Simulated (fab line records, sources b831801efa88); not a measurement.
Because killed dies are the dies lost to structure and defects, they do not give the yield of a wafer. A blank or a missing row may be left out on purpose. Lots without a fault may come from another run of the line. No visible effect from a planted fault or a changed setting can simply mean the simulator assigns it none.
Chamber matching | flow gf180mcu | GF_V2_CVD_02 on pecvd-04: 3 sister chambers
The step deposits SiO2 from TEOS, target thk 850 nm, time 94.851 s. 3 wafers are shown with their chamber, then 9 later ones without.

== EACH WAFER AND ITS CHAMBER ==
wafer  | chamber | heater-power-outer-w (W)
L091.4 | 1       | 320
L091.5 | 0       | 386
L091.6 | 2       | 579

== WAFERS WITH NO CHAMBER GIVEN ==
wafer  | heater-power-outer-w (W)
L092.1 | 342
L092.3 | 372
L092.4 | 569
L094.3 | 327
L094.5 | 434
L094.6 | 330
L097.2 | 338
L097.3 | 316
L097.5 | 348

== WHICH CHAMBER EACH WENT THROUGH ==
wafer  | from the rows above     | in truth
L092.1 | can't be placed: 1 or 0 | 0
L092.3 | can't be placed: 0 or 1 | 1
L092.4 | 2                       | 2
L094.3 | 1                       | 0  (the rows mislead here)
L094.5 | 0                       | 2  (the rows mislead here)
L094.6 | 1                       | 1
L097.2 | can't be placed: 1 or 0 | 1
L097.3 | 1                       | 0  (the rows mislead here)
L097.5 | can't be placed: 1 or 0 | 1
Correct placement for 2 of the 9. From these rows, 4 cannot be placed; in 4 the true chamber is one of the candidates. Number placed wrongly: 3.
How it was worked out, from the rows above alone: a wafer's distance from a chamber is the root of the sum, over the readings, of the square of ((its reading less the chamber's mean) divided by the reading's scatter). If the next closest chamber is less than 2 further off than the closest, the wafer can't be placed; otherwise it belongs to the closest. For every chamber, the mean is computed from those of its wafers that are shown. The scatter (one wafer shown for each chamber): square how far every hidden wafer sits from the nearest shown wafer, average those squares and take the square root.
